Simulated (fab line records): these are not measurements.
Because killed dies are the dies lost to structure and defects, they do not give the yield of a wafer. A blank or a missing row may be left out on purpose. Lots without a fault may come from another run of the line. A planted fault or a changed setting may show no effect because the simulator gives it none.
A lot that was struck, set against a sound lot ; flow sky130 ; 18 steps out of a route of 708
Sound: the wafers L791.2, L791.4, L791.6. Struck: wafer L785.1 (left out: L785.2, a lot-mate that was not struck); the cause follows at the end.
Each step with rows lists, per side, the tool, then ch with its chambers, then its first start. Under that, the readings that differ: sound wafers ; struck wafers ; difference of the means ; sigmas: that difference in standard deviations of wafers without a fault.
alike: words and numbers the same on both sides, and readings whose means are apart by under 2 such deviations; not compared: readings that were withheld, readings missing a value for some wafer, numbers with overlapping values and no deviation given by the record, and bounds like >300 which may hide the same value.
Wherever a step has rows on one side only, a row that says differs or no value, or a row with sigmas, the two part there. When numbers do not overlap yet have no deviation, they are printed without sigmas and do not part them. A reading that every wafer of one side lacks parts them only if that side has two wafers or more.

first, 1 step without rows for these wafers: SKY_FIELD_ISO_DEVELOP_12 (develop time 60 s).
SKY_FIELD_ISO_CD_MEAS_13: target cd 150 nm.
  sound on cd_sem-02, day 5 00:53; struck on cd_sem-02, day 3 17:47
  alike: cd_nm
SKY_FIELD_ISO_ETCH_14: etches BARC in N2/H2, stops on SiO2, time 45.9 s, target depth 60 nm.
  sound on rie_diel-01 ch 1,2, day 5 00:59; struck on rie_diel-03 ch 1, day 3 17:54
reading;sound;struck;difference;sigmas
drypump_motor_current_A (A);4.7 5.2 4.7;6.4;+1.5;+3
  alike: bias_w, oes_product_au, throttle_valve_pct
  not compared: rf_hours_counter_h
SKY_FIELD_ISO_ETCH_15: etches the open film in CHF3/O2, stops on Si, target depth 180 nm, time 72 s.
  sound on rie_diel-01 ch 1,2, day 5 01:02; struck on rie_diel-03 ch 1, day 3 17:56
reading;sound;struck;difference;sigmas
drypump_motor_current_A (A);4.7 5.2 4.7;6.5;+1.6;+4
  alike: bias_w, chf3_flow_sccm, oes_product_au, throttle_valve_pct
  not compared: rf_hours_counter_h
SKY_FIELD_ISO_STRIP_16: strips in O2/N2.
  sound on plasma_asher-03 ch 0,1, day 5 01:05; struck on plasma_asher-02 ch 1, day 3 17:59
reading;sound;struck;difference;sigmas
drypump_motor_current_A (A);5.23 5.22 5.55;6.12;+0.79;+3
strip_time_to_endpoint_s (s);3.516 3.565 3.499;3.584;+0.057;+2
  alike: oes_product_au
  not compared: rf_hours_counter_h
SKY_FIELD_ISO_ETCH_17: etches Si in HBr/Cl2/O2, target depth 342 nm, time 97.7 s.
  sound on rie_si-02 ch 0,1,3, day 5 01:11; struck on rie_si-02 ch 1, day 3 18:05
  alike: bias_w, drypump_motor_current_A, oes_product_au, throttle_valve_pct
  not compared: rf_hours_counter_h
then, 5 steps without rows for these wafers: SKY_FIELD_ISO_WET_ETCH_18 (etches Si3N4 in H3PO4, target depth 25 nm, time 286 s); SKY_FIELD_ISO_CLEAN_19 (cleans in SC1/SC2, time 150 s); SKY_FIELD_ISO_CLEAN_20 (cleans in dHF, time 20 s); SKY_FIELD_ISO_WET_ETCH_21 (etches SiO2 in dHF, target depth 20 nm, time 400 s); SKY_FIELD_ISO_OXIDATION_22 (stabilise 600 s, purge 300 s, target thk 10 nm).
SKY_FIELD_ISO_THK_MEAS_23:
  sound on film_metro-03, day 5 04:16; struck on film_metro-02, day 3 20:58
  alike: FIELD_ISO_OXIDATION_01_THK
SKY_FIELD_ISO_CVD_24: deposits SiO2, target thk 595 nm, time 99.2 s.
  sound on hdpcvd-01 ch 0,1,2, day 5 04:19; struck on hdpcvd-02 ch 2, day 3 21:01
reading;sound;struck;difference;sigmas
model.SiO2_of_FIELD_ISO_CVD_24.thk_nm (nm);595.1 586.4 588.1;706.3;+116.4;
  alike: sih4_flow_sccm
SKY_FIELD_ISO_THK_MEAS_25:
  sound on film_metro-04, day 5 04:23; struck on film_metro-02, day 3 21:05
reading;sound;struck;difference;sigmas
FIELD_ISO_CVD_24_THK (nm);595 586 588;706;+116;+21
then, 1 step without rows for these wafers: SKY_FIELD_ISO_ANNEAL_26 (time 1800 s).
SKY_FIELD_ISO_CMP_27: polishes, stops on Si3N4, t overpolish 16 s, target thk 457.8 nm.
  sound on cmp-02 ch 0,3, day 5 11:27; struck on cmp-01 ch 3, day 3 23:07
reading;sound;struck;difference;sigmas
time_to_endpoint_s (s);107 112 104;137;+29;+7
  alike: motor_current_A
then, 1 step without rows for these wafers: SKY_FIELD_ISO_WET_ETCH_28 (etches SiO2 in dHF, target depth 23.7 nm, time 47 s).
-- the record jumps here: 43 days lie between the struck wafers' starts before and after (it left off in module FIELD_ISO and takes up again in module PAD_OPEN, whose first step shown is number 708 of the route) --
SKY_PAD_OPEN_PROBE_99:
  sound on prober-01, day 49 03:46; struck on prober-01, day 47 05:13
  alike: killed_at_M0_to_M3, killed_at_M4_up, killed_at_contacts, killed_at_front_end, killed_at_other, killed_dies, killed_open, killed_short

WHERE THEY PART
Earliest at SKY_FIELD_ISO_ETCH_14; latest, in this record, at SKY_FIELD_ISO_CMP_27. Later steps at which nothing parts them and some readings are alike: SKY_PAD_OPEN_PROBE_99.

WHY: what the simulator had put in
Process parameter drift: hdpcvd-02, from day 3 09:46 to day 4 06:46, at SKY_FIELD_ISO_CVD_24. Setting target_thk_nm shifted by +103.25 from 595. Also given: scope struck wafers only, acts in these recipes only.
